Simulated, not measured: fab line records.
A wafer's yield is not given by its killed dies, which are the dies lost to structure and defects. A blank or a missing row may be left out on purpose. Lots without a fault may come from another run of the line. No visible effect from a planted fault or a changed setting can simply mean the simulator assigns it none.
A struck lot beside a sound one | flow gf180mcu | 18 steps out of a route of 602
Sound: wafers L800.3, L800.5, L800.6. Wafers L810.2, L810.3, L810.5 were the ones struck. Last of all comes the cause.
Order at every step that has rows: each side's tool, ch and its chambers, its first start. Under that, the readings that differ: sound wafers | struck wafers | difference of the means | sigmas: that difference in standard deviations of wafers without a fault.
alike: readings with means less than 2 such deviations apart, plus words and numbers identical on both sides. not compared: withheld readings, readings lacking a value on some wafer, bounds such as >300 that could conceal the same value, and numbers that have no deviation in the record and whose values overlap.
The two part at a step that has a row with sigmas, a row that says differs or no value, or rows on one side only. Numbers that don't overlap but have no deviation are shown without sigmas and don't part them. A reading missing from all wafers of one side parts the sides only when that side holds two or more wafers.

first, 3 steps without rows for these wafers: GF_HV_LDD_EXPOSE_04 (exposes mask Nplus LV AREA, target cd 400 nm); GF_HV_LDD_PEB_05; GF_HV_LDD_DEVELOP_06 (develop time 60 s).
GF_HV_LDD_CD_MEAS_07 targets a cd of 400 nm.
  sound on cd sem-01 at day 10 03:31; struck on cd sem-01 at day 14 02:25
  alike: cd nm
GF_HV_LDD_OVL_MEAS_08:
  sound on overlay-02 at day 10 03:37; struck on overlay-02 at day 14 02:31
  alike: HV_LDD_OVL
next, for these wafers, 1 step has no rows: GF_HV_LDD_IMPLANT_09.
GF_HV_LDD_STRIP_10: strips in O2/N2.
  sound on plasma asher-01 ch 0,1, day 10 03:49; struck on plasma asher-02 ch 0,1, day 14 02:42
  alike: drypump motor current A, heater power w, oes product au, strip time to endpoint s
  not compared: rf hours counter h
GF_HV_LDD_TW_MEAS_11:
  sound on film metro-03 at day 10 03:54; struck on film metro-04 at day 14 02:49
  reading   | sound          | struck         | difference | sigmas
  HV_LDD_TW | 2331 2350 2338 | 2382 2397 2402 | +54        | +3
then, 4 steps without rows for these wafers: GF_HV_LDD_DEHYDRATE_12 (time 60 s); GF_HV_LDD_HMDS_13 (prime time 60 s); GF_HV_LDD_COAT_14 (resist thk 1000 nm); GF_HV_LDD_SOFTBAKE_15 (time 60 s).
GF_HV_LDD_EXPOSE_16: exposes mask Pplus LV AREA, target cd 400 nm.
  sound on iline stepper-01 ch 0, day 10 12:52; struck on iline stepper-01 ch 0, day 14 13:29
  reading                        | sound                | struck            | difference | sigmas
  model.HV_LDD.overlay x nm (nm) | 0.4514 0.4514 0.4514 | 40.73 40.73 40.73 | +40.28     |
  alike: mask, focus offset nm
then, 2 steps without rows for these wafers: GF_HV_LDD_PEB_17; GF_HV_LDD_DEVELOP_18 (develop time 60 s).
GF_HV_LDD_CD_MEAS_19 targets a cd of 400 nm.
  sound on cd sem-01 at day 10 21:58; struck on cd sem-02 at day 15 00:19
  alike: cd nm
GF_HV_LDD_OVL_MEAS_20:
  sound on overlay-01 at day 10 22:04; struck on overlay-01 at day 15 00:37
  reading            | sound        | struck         | difference | sigmas
  HV_LDD_01_OVL (nm) | -0.3 1.2 0.6 | 42.0 41.1 41.0 | +40.9      | +31
  not compared: hold
GF_PASSIVATION_PROBE_99:
  sound wafers here have rows in the record (prober-01, day 29 02:25); struck ones have none

== WHERE THEY PART ==
Last at GF_PASSIVATION_PROBE_99 as far as this record goes, first at GF_HV_LDD_TW_MEAS_11.

WHY: whatever the simulator had introduced
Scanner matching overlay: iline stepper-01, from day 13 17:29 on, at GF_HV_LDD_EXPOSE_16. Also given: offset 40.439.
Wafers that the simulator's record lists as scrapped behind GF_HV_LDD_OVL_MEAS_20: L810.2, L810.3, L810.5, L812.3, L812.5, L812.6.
